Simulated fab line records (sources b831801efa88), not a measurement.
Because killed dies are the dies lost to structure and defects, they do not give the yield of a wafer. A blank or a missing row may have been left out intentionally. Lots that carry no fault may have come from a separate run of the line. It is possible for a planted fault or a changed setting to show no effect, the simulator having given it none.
Struck lot and sound lot, side by side / flow sky130 / 22 steps out of a route of 708
Sound: these wafers, L862.2, L862.3, L862.6. Struck: wafers L851.1, L851.2, L851.3. The cause is given at the end.
Each step with rows lists, per side, the tool, then ch with its chambers, then its first start. Under that, the readings that differ: sound wafers / struck wafers / difference of the means / sigmas: that difference in standard deviations of wafers without a fault.
alike: same words and numbers on both sides, and readings whose means sit less than 2 such deviations apart. not compared: any withheld reading, any reading some wafer has no value for, any bound like >300 that may hide the same value, and any number with overlapping values for which the record gives no deviation.
Wherever a step has rows on one side only, a row that says differs or no value, or a row with sigmas, the two part there. Non-overlapping numbers with no deviation appear without sigmas and do not part them. A reading missing from all wafers of one side parts the sides only when that side holds two or more wafers.

first, 2 steps without rows for these wafers: SKY_RES_PROTECT_DEVELOP_06 (develop time 60 s); SKY_POLY_GATE_IMPLANT_02.
SKY_RES_PROTECT_STRIP_07: strips in O2/N2.
  sound on plasmaAsher-04 ch 0,1, day 21 14:03; struck on plasmaAsher-02 ch 0,1, day 18 04:21
  alike: drypumpMotorCurrentA, n2FlowSccm, oesProductAu, stripTimeToEndpointS
  not compared: rfHoursCounterH
SKY_RES_PROTECT_TW_MEAS_08:
  sound: filmMetro-04 at day 21 14:10; struck: filmMetro-04 at day 18 04:27
  alike: POLY_GATE_TW
then, 2 steps without rows for these wafers: SKY_RES_PROTECT_CLEAN_09 (cleans in SC1/SC2, time 150 s); SKY_POLY_GATE_CVD_03 (deposits Si3N4 from DCS/NH3, target thk 75 nm, time 1290 s).
SKY_POLY_GATE_THK_MEAS_04:
  sound: filmMetro-02 at day 21 15:37; struck: filmMetro-02 at day 18 06:18
  alike: POLY_GATE_CVD_03_THK
then, 5 steps without rows for these wafers: SKY_POLY_GATE_DEHYDRATE_05 (time 60 s); SKY_POLY_GATE_HMDS_06 (prime time 60 s); SKY_POLY_GATE_COAT_07 (resist thk 110 nm); SKY_POLY_GATE_COAT_08 (resist thk 450 nm); SKY_POLY_GATE_SOFTBAKE_09 (time 90 s).
SKY_POLY_GATE_EXPOSE_10: exposes mask P1M, target cd 150 nm.
  sound on krfScanner-01 ch 0, day 22 07:27; struck on krfScanner-01 ch 0, day 18 21:29
  alike: mask
following that, these wafers have no rows for 1 step: SKY_POLY_GATE_PEB_11.
SKY_POLY_GATE_DEVELOP_12: develop time 60 s.
  sound on lithoTrack-01 ch 0; struck on lithoTrack-03 ch 0
reading=model.POLY_GATE.cdNm (nm); sound=151.8 149.3 150; struck=133.5 105.1 125.7; difference=-28.9; sigmas=
SKY_POLY_GATE_CD_MEAS_13: the cd target is 150 nm.
  sound: cdSem-01 at day 22 22:05; struck: cdSem-02 at day 19 12:11
reading=cdNm (nm); sound=152.1 149.4 150.0; struck=133.6 105.1 125.5; difference=-29.1; sigmas=-21
SKY_POLY_GATE_OVL_MEAS_14:
  sound: overlay-02 at day 22 22:11; struck: overlay-02 at day 19 12:18
reading=POLY_GATE_OVL (nm); sound=5 7 5; struck=-3 -4 -6; difference=-10; sigmas=-2
SKY_POLY_GATE_ETCH_15: etches BARC in N2/H2, stops on SiO2, time 118.5 s, target depth 110 nm.
  sound on rieDiel-01 ch 0,2, day 22 22:13; struck on rieDiel-01 ch 0,1,2, day 19 12:20
  alike: drypumpMotorCurrentA, n2FlowSccm, oesProductAu, throttleValvePct
  not compared: rfHoursCounterH
SKY_POLY_GATE_ETCH_16: etches Si3N4 in CH3F/O2, stops on poly-Si, time 147.5 s, target depth 75 nm.
  sound on rieDiel-01 ch 0,2, day 22 22:18; struck on rieDiel-01 ch 0,2,3, day 19 12:25
  alike: ch3fFlowSccm, drypumpMotorCurrentA, oesProductAu, throttleValvePct
  not compared: rfHoursCounterH
SKY_POLY_GATE_ETCH_17: etches poly-Si in HBr/Cl2, stops on SiO2, target depth 180 nm, time 70.5 s.
  sound on rieSi-02 ch 0,2, day 22 22:24; struck on rieSi-02 ch 0,1,2, day 19 12:31
reading=model.POLY_GATE.cdNm (nm); sound=151 148.7 148.8; struck=132.6 107.5 126.2; difference=-27.4; sigmas=
  alike: drypumpMotorCurrentA, oesProductAu, throttleValvePct
  not compared: rfHoursCounterH
SKY_POLY_GATE_STRIP_18: strips in O2/N2.
  sound on plasmaAsher-03 ch 0,1, day 22 22:27; struck on plasmaAsher-02 ch 0,1, day 19 12:34
  alike: drypumpMotorCurrentA, n2FlowSccm, oesProductAu, stripTimeToEndpointS
  not compared: rfHoursCounterH
-- the record jumps here: 28 days lie between the struck wafers' starts before and after (it left off in module POLY_GATE and takes up again in module PAD_OPEN, whose first step shown is number 708 of the route) --
SKY_PAD_OPEN_PROBE_99:
  sound: prober-02 at day 50 01:01; struck: prober-01 at day 48 00:20
reading=killedAtFrontEnd; sound=13 17 20; struck=24 415 140; difference=+176; sigmas=+39
reading=killedDies; sound=93 92 80; struck=82 492 208; difference=+172; sigmas=+19
reading=killedOnRim; sound=19 22 18; struck=13 96 19; difference=+23; sigmas=+7
  alike: killed_at_M0_to_M3, killed_at_M4_up, killedAtContacts, killedAtOther, killedOpen, killedShort

== WHERE THEY PART ==
First at SKY_POLY_GATE_CD_MEAS_13; last, within this record, at SKY_PAD_OPEN_PROBE_99.

WHY: whatever the simulator had introduced
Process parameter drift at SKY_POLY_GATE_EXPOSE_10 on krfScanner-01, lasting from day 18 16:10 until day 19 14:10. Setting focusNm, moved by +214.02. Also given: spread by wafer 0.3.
